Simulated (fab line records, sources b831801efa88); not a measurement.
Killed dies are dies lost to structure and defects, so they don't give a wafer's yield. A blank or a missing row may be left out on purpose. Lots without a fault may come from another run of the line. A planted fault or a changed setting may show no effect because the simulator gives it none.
Which tool did it? | flow gf180mcu | 6 lots, 18 wafers sampled, at 2 steps of a route of 602

WHAT THE GAUGES READ, wafer by wafer
GF_NWELL_OVL_MEAS_07.
lot  | measured    | on         | NWELL_OVL (nm)
L151 | day 3 18:42 | overlay-02 | 0.5 -1.8 -1.2
L153 | day 4 05:42 | overlay-02 | 0.1 -2.6 -1.4
L159 | day 5 11:16 | overlay-02 | 37.0 35.4 38.4
L161 | day 5 20:55 | overlay-01 | 38.1 38.4 36.0
L166 | day 7 02:01 | overlay-01 | 0.1 0.6 0.6
L171 | day 8 14:10 | overlay-02 | 0.1 0.9 1.0

WHICH TOOL RAN EACH LOT (tool, then ch and the chambers of the sampled wafers, then the start)
lot  | GF_NWELL_EXPOSE_04
L151 | iline_stepper-01 ch 0, day 3 12:36
L153 | iline_stepper-01 ch 0, day 3 23:06
L159 | iline_stepper-01 ch 0, day 5 07:26
L161 | iline_stepper-01 ch 0, day 5 13:54
L166 | iline_stepper-02 ch 0, day 6 19:17
L171 | iline_stepper-02 ch 0, day 8 06:31
- GF_NWELL_EXPOSE_04: exposes mask Nwell, target cd 860 nm.

THE ANSWER, worked out from the rows above alone
Rule: what is usual is taken from the lots themselves. Put in order of their means at a reading, lots are off if they are a third of the lots or fewer, leave a main group of 4 or more, and stand apart from it by a gap of 3 or more times the standard deviation of the main group's means; of several such gaps the widest counts. A main group whose means are all the same, to the digits that the tables above print for the reading, isn't used. A lot without any number at a reading at which 4 lots or more have one is off too. The other lots that the step has rows for count as sound.
Off: L159, L161, at GF_NWELL_OVL_MEAS_07 (NWELL_OVL). The main group: mean -0.3 nm, standard deviation 0.83.
A tool fits if, at a process step before that reading, it ran every lot that is off, and no sound lot after the first of them. The gauges at GF_NWELL_OVL_MEAS_07 are tried like those tools. One fits: iline_stepper-01 at GF_NWELL_EXPOSE_04. Its last sound lot is L153 (day 3 23:06), its first lot that is off L159 (day 5 07:26): a fault that began between those two fits.

WHAT THE SIMULATOR HAD PUT IN
Scanner matching overlay: iline_stepper-01, from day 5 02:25 on, at GF_NWELL_EXPOSE_04. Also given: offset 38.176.
Lots struck among those shown: L159, L161. The rule above found the same.
